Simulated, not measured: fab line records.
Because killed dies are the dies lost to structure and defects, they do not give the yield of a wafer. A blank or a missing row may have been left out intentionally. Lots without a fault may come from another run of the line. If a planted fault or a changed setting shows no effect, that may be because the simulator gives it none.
Matching of chambers | flow gf180mcu | 4 sister chambers for GF_V3_CMP_26 on cmp-02
The step polishes, stops on SiO2, t overpolish 15 s, target thk 0 nm. 4 wafers are shown with their chamber, then 7 later ones without.

## WAFERS PAIRED WITH THEIR CHAMBERS
wafer  | chamber | motor_current_A (A)
L208.5 | 2       | 10.9
L217.5 | 0       | 11.8
L220.1 | 1       | 10.0
L220.4 | 3       | 11.9

## WAFERS WHOSE CHAMBER IS MISSING
wafer  | motor_current_A (A)
L220.6 | 12.3
L225.3 | 10.1
L225.4 | 10.8
L225.6 | 12.0
L228.4 | 11.9
L228.5 | 9.4
L228.6 | 12.4

## WHICH CHAMBER EACH ONE RAN IN
wafer  | from the rows above     | in truth
L220.6 | can't be placed: 3 or 0 | 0
L225.3 | 1                       | 1
L225.4 | 2                       | 2
L225.6 | can't be placed: 3 or 0 | 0
L228.4 | can't be placed: 3 or 0 | 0
L228.5 | 1                       | 1
L228.6 | can't be placed: 3 or 0 | 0
Placed correctly: 3 of 7. Not placeable from these rows: 4 (in 4, the candidates include the true chamber). Number placed wrongly: 0.
How it was worked out, from the rows above alone: a wafer's distance from a chamber is the root of the sum, over the readings, of the square of ((its reading less the chamber's mean) divided by the reading's scatter). The wafer belongs to the nearest chamber; if the next one is less than 2 further off, it can't be placed. A chamber's mean is the mean of its shown wafers. The scatter: root of mean squared gap, hidden wafer to nearest shown wafer, with one shown wafer a chamber.
